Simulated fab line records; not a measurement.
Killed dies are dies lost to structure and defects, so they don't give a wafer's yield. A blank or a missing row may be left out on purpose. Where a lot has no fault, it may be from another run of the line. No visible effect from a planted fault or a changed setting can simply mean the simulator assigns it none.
Check for tools in common | flow sky130 | Sampled: 11 lots, 33 wafers

== REASON FOR OPENING ==
At SKY_SPACER_THK_MEAS_01 the reading SPACER_CVD_00_THK is flagged on 3 of 11 lots. Wafers without a fault read 43.0 nm, standard deviation 0.41.
Rule: a lot is flagged when every wafer of it that has a number lies more than 4 standard deviations from that mean, or none has a number. As for the other lots, they are considered sound.

lot  | measured     | on           | SPACER_CVD_00_THK (nm), wafer by wafer | flag
L649 | day 24 00:11 | filmMetro-03 | 43.2 43.4 43.3                         | 
L648 | day 24 02:26 | filmMetro-03 | 42.9 43.3 43.1                         | 
L651 | day 24 03:40 | filmMetro-03 | 43.2 43.2 43.1                         | 
L652 | day 24 13:02 | filmMetro-03 | 43.1 42.8 43.2                         | 
L653 | day 24 23:10 | filmMetro-04 | 43.0 43.6 43.2                         | 
L655 | day 25 15:41 | filmMetro-04 | 42.4 42.5 42.7                         | 
L660 | day 27 09:56 | filmMetro-03 | 43.0 42.8 42.9                         | 
L661 | day 27 23:13 | filmMetro-04 | 42.5 42.5 42.8                         | 
L662 | day 28 04:48 | filmMetro-04 | 33.6 33.5 33.8                         | FLAGGED
L663 | day 28 11:20 | filmMetro-01 | 33.4 33.3 33.3                         | FLAGGED
L664 | day 28 15:09 | filmMetro-01 | 33.5 33.7 33.4                         | FLAGGED
Average over the flagged lots: 33.5 nm; offset from the usual -9.5 nm, equal to -23 standard deviations.

== WHICH TOOL EACH LOT WENT THROUGH ==
The record keeps 1 process step preceding the reading, out of 708 steps on the route. Cell contents, in order: the tool; ch with the chambers the sampled wafers went through; the start.
lot  | flag    | SKY_SPACER_CVD_00
L649 |         | lpcvd-02 ch 0, day 23 22:58
L648 |         | lpcvd-02 ch 1, day 24 01:14
L651 |         | lpcvd-02 ch 1, day 24 02:26
L652 |         | lpcvd-02 ch 1, day 24 11:49
L653 |         | lpcvd-02 ch 1, day 24 21:57
L655 |         | lpcvd-02 ch 1, day 25 14:28
L660 |         | lpcvd-02 ch 1, day 27 08:43
L661 |         | lpcvd-02 ch 0, day 27 21:59
L662 | FLAGGED | lpcvd-02 ch 0, day 28 03:34
L663 | FLAGGED | lpcvd-02 ch 0, day 28 10:07
L664 | FLAGGED | lpcvd-02 ch 0, day 28 13:57
What these steps do:
- SKY_SPACER_CVD_00: deposits Si3N4 from DCS/NH3, target thk 43.1 nm, time 740 s.
- SKY_SPACER_THK_MEAS_01

== FLAGGED AGAINST TOTAL, ONE TOOL AT A TIME (gauges that did the reading follow at the end) ==
step                   | tool         | lots run | flagged | share of the flagged lots | sound lots run after its first flagged lot
SKY_SPACER_CVD_00      | lpcvd-02     | 11       | 3       | all                       | 0
SKY_SPACER_THK_MEAS_01 | filmMetro-01 | 2        | 2       | some                      | 0
SKY_SPACER_THK_MEAS_01 | filmMetro-03 | 5        | 0       | none                      | -
SKY_SPACER_THK_MEAS_01 | filmMetro-04 | 4        | 1       | some                      | 0

== WHAT THE TABLE ALLOWS ==
In the table, 1 row covers all flagged lots: lpcvd-02 at SKY_SPACER_CVD_00.
- lpcvd-02 at SKY_SPACER_CVD_00: 3 of its 11 lots flagged. A fault beginning between L661 (day 27 21:59), its last sound lot, and L662 (day 28 03:34), its first flagged one, fits the data.
One tool is left: lpcvd-02 at SKY_SPACER_CVD_00.

== WHAT THE SIMULATOR PUT IN ==
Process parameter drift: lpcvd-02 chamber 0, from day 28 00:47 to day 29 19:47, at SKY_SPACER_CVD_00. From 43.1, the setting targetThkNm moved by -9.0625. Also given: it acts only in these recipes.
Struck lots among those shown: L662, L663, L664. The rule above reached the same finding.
